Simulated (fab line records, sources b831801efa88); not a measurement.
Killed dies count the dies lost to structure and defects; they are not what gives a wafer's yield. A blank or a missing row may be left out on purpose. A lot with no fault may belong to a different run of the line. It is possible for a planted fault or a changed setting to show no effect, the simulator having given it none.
Which of the tools did it? || flow gf180mcu || at 1 step of a route of 602, 13 lots with 38 wafers sampled

WHAT EACH GAUGE READ, for each wafer
GF_V4_OVL_MEAS_15.
{"lot": "L747", "measured": "day 24 15:32", "on": "overlay-01", "V4_OVL (nm)": "-16 -11 -7"}
{"lot": "L748", "measured": "day 24 23:46", "on": "overlay-02", "V4_OVL (nm)": "-10 -12 -13"}
{"lot": "L749", "measured": "day 25 11:55", "on": "overlay-02", "V4_OVL (nm)": "-9 -9 -7"}
{"lot": "L750", "measured": "day 25 15:47", "on": "overlay-02", "V4_OVL (nm)": "-17 -9 -15"}
{"lot": "L752", "measured": "day 26 00:20", "on": "overlay-01", "V4_OVL (nm)": "-9 -12 -6"}
{"lot": "L754", "measured": "day 27 04:25", "on": "overlay-02", "V4_OVL (nm)": "-20 -14"}
{"lot": "L764", "measured": "day 29 19:05", "on": "overlay-01", "V4_OVL (nm)": "-22 -10 -21"}
{"lot": "L765", "measured": "day 30 06:22", "on": "overlay-02", "V4_OVL (nm)": "-5 -13 -13"}
{"lot": "L766", "measured": "day 30 07:28", "on": "overlay-02", "V4_OVL (nm)": "-7 -8 -9"}
{"lot": "L767", "measured": "day 30 12:16", "on": "overlay-01", "V4_OVL (nm)": "-7 -2 -5"}
{"lot": "L768", "measured": "day 30 21:37", "on": "overlay-01", "V4_OVL (nm)": "-1 -5 0"}
{"lot": "L769", "measured": "day 31 06:19", "on": "overlay-02", "V4_OVL (nm)": "-4 -8 -5"}
{"lot": "L770", "measured": "day 31 08:59", "on": "overlay-01", "V4_OVL (nm)": "-1 2 4"}

TOOL THAT RAN EACH LOT (tool first, then ch and the chambers of the sampled wafers, then the start)
Before these readings, the record contains no process step.

WHAT THE TOOLS THEMSELVES READ (means of the sampled wafers that have a number; where no wafer has one, the mark that the record gives instead)
The record holds no such reading with a usual standard deviation.

THE ANSWER, worked out from the rows above alone
Rule: the lots themselves supply what counts as usual. The widest of any qualifying gaps counts: lots, ordered by their means at a reading, are off when they make up no more than a third of the lots, leave a main group of 4 or more, and stand apart from it by 3 or more times the standard deviation of that group's means. A main group whose means are all the same, to the digits that the tables above print for the reading, isn't used. A lot without any number at a reading at which 4 lots or more have one is off too. All remaining lots with rows at the step are treated as sound. First the gauges in route order, then the tools' own readings, where a lot's mean is used as printed above. The first step at which some lot is off is used, and at that step the reading that is off furthest; a lot without a number counts as furthest.
No lot is off on any of the readings shown, so nothing can be concluded from this.

WHAT THE SIMULATOR HAD PUT IN
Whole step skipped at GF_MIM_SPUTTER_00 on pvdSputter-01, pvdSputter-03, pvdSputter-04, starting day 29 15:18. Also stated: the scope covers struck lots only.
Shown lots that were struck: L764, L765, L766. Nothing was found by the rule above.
